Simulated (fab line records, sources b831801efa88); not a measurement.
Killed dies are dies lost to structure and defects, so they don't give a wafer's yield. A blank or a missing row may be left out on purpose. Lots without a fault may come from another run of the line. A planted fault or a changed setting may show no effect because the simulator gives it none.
Which tool did it? | flow sky130 | 6 lots, 18 wafers sampled, at 2 steps of a route of 708

WHAT THE GAUGES READ, wafer by wafer
SKY_METAL2_CD_MEAS_15: target cd 140 nm.
lot  | measured     | on        | cd_nm (nm)
L659 | day 35 13:22 | cd_sem-02 | 140.9 139.5 141.0
L668 | day 38 18:13 | cd_sem-01 | 139.0 138.8 139.6
L671 | day 39 06:40 | cd_sem-01 | 141.0 140.5 141.8
L673 | day 40 02:31 | cd_sem-02 | 140.1 140.1 139.8
L677 | day 40 18:59 | cd_sem-01 | 141.3 141.0 141.3
L679 | day 41 16:01 | cd_sem-02 | 138.6 138.2 138.1

WHICH TOOL RAN EACH LOT (tool, then ch and the chambers of the sampled wafers, then the start)
lot  | SKY_METAL2_SPUTTER_00
L659 | pvd_sputter-01, day 34 10:49
L668 | pvd_sputter-01, day 37 16:34
L671 | pvd_sputter-02, day 38 05:23
L673 | pvd_sputter-03, day 39 00:47
L677 | pvd_sputter-02, day 39 18:25
L679 | pvd_sputter-02, day 40 15:59
- SKY_METAL2_SPUTTER_00: material Ti, target thk 15 nm, time 10 s.

THE ANSWER, worked out from the rows above alone
Rule: what is usual is taken from the lots themselves. Put in order of their means at a reading, lots are off if they are a third of the lots or fewer, leave a main group of 4 or more, and stand apart from it by a gap of 3 or more times the standard deviation of the main group's means; of several such gaps the widest counts. A main group whose means are all the same, to the digits that the tables above print for the reading, isn't used. A lot without any number at a reading at which 4 lots or more have one is off too. The other lots that the step has rows for count as sound.
No lot is off at any reading shown: from this, nothing can be told.

WHAT THE SIMULATOR HAD PUT IN
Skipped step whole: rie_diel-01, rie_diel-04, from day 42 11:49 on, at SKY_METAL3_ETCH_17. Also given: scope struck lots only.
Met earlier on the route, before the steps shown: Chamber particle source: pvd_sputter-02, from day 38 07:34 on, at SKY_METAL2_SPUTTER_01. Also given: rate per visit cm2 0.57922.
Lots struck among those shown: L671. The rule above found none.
